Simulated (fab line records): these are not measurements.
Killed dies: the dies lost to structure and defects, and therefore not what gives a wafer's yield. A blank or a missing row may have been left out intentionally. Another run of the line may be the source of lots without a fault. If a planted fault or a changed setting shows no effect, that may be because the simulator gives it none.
Problem report, 8D (eight disciplines) form, completed by code -- flow sky130 -- the parts of the form that need people (team, actions taken, sign-off) are left out

== 1. THE PROBLEM ==
Mean of run-length-s at SKY_SD_N_CLEAN_13: 78 s across 9 wafers in 3 lots; on wafers with no fault it is 178 s (standard deviation 3.8). That puts it -26 standard deviations away from the usual mean.
The step: cleans in SC1/SC2, time 150 s.
The first sign was on wafer L766.1 at day 34 09:08, on wet-bench-01. At this step, 39 wafers from 13 lots have a number in the record. By rule, "out" or "out of limits" means more than 4 standard deviations away from the usual mean. Any other wafer with a number is counted as sound.

== 2. WHAT IT IS AND WHAT IT IS NOT ==
question,is,is not
which readings at this step,run-length-s,temp-c
which lots,"L766, L767, L768","L747, L748, L749, L750, L751, L754, L757, L758, L769, L770"
which wafers of those lots,all that have a number,-
read on which tools,wet-bench-01,wet-bench-02
when,from day 34 09:08,"up to then (24 sound wafers); but 6 sound wafers of L769, L770 came after"

== 3. WHAT RULES OUT EACH SUSPECT ==
Counting: a tool at a process step up to the reading stays a suspect if it ran every lot that is out and no sound lot after the first of them.
- wet-bench-01 at SKY_SD_N_CLEAN_13 (cleans in SC1/SC2, time 150 s): kept. All lots that are out passed through it, beginning with L766 at day 34 09:08, and no sound lot followed; its final sound lot before that point was L757 at day 31 12:32. Its own readings are out on those wafers: run-length-s.
Left after counting: wet-bench-01 at SKY_SD_N_CLEAN_13.

== 4. THE CAUSE (what the simulator had put in) ==
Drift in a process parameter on wet-bench-01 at SKY_SD_N_CLEAN_13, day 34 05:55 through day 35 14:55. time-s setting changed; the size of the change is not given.
The count eliminated every tool but this one.

== 5. THE CHAIN OF EFFECTS, in route order ==
Each row: a reading where the mean over the struck wafers with a number is more than 3 standard deviations away from the usual. Only readings for which the record gives a usual standard deviation are gone through. hours: the time from each lot's start at the first step in this table that gives one to its start at this step, as a median over the lots. sigmas: the change in usual standard deviations.
hours,step,reading,usual,on struck wafers,change,sigmas
0,SKY_SD_N_CLEAN_13,run-length-s,178 s,78,-100,-26
Here are the process steps it includes:
- SKY_SD_N_CLEAN_13: cleans in SC1/SC2, time 150 s.

== 6. HOW IT WOULD HAVE BEEN CAUGHT EARLIER ==
In this record no reading fell out of limits until day 34 09:08, 3 hours after the fault had begun at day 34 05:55.
